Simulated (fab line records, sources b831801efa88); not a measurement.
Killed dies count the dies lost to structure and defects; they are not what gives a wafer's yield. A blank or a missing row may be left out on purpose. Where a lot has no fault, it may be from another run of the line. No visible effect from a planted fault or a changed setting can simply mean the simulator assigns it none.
Matching of chambers || flow gf180mcu || pecvd-01 running GF_V5_CVD_02: 3 sister chambers
The step deposits SiO2 from TEOS, target thk 1450 nm, time 163.28 s. 3 wafers are shown with their chamber, then 9 later ones without.

WAFERS PAIRED WITH THEIR CHAMBERS
{"wafer": "L078.4", "chamber": 1, "heater_power_w (W)": 490}
{"wafer": "L084.2", "chamber": 2, "heater_power_w (W)": 743}
{"wafer": "L084.6", "chamber": 0, "heater_power_w (W)": 711}

WAFERS WITH NO CHAMBER GIVEN
{"wafer": "L085.1", "heater_power_w (W)": 570}
{"wafer": "L085.3", "heater_power_w (W)": 589}
{"wafer": "L085.6", "heater_power_w (W)": 784}
{"wafer": "L090.3", "heater_power_w (W)": 530}
{"wafer": "L090.5", "heater_power_w (W)": 796}
{"wafer": "L090.6", "heater_power_w (W)": 597}
{"wafer": "L091.2", "heater_power_w (W)": 562}
{"wafer": "L091.4", "heater_power_w (W)": 634}
{"wafer": "L091.5", "heater_power_w (W)": 583}

EACH ONE'S CHAMBER
{"wafer": "L085.1", "from the rows above": "can't be placed: 1 or 0 or 2", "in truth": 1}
{"wafer": "L085.3", "from the rows above": "can't be placed: 1 or 0 or 2", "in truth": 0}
{"wafer": "L085.6", "from the rows above": "can't be placed: 2 or 0", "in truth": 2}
{"wafer": "L090.3", "from the rows above": "can't be placed: 1 or 0", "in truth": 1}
{"wafer": "L090.5", "from the rows above": "can't be placed: 2 or 0", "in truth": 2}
{"wafer": "L090.6", "from the rows above": "can't be placed: 1 or 0 or 2", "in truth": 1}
{"wafer": "L091.2", "from the rows above": "can't be placed: 1 or 0 or 2", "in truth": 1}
{"wafer": "L091.4", "from the rows above": "can't be placed: 0 or 2 or 1", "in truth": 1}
{"wafer": "L091.5", "from the rows above": "can't be placed: 1 or 0 or 2", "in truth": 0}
Correctly placed: 0 of 9. From these rows, 9 cannot be placed; in 9 the true chamber is one of the candidates. Wrongly placed: 0.
How it was worked out, from the rows above alone: a wafer's distance from a chamber is the root of the sum, over the readings, of the square of ((its reading less the chamber's mean) divided by the reading's scatter). If the next closest chamber is less than 2 further off than the closest, the wafer can't be placed; otherwise it belongs to the closest. For every chamber, the mean is computed from those of its wafers that are shown. The scatter (one wafer shown for each chamber): square how far every hidden wafer sits from the nearest shown wafer, average those squares and take the square root.
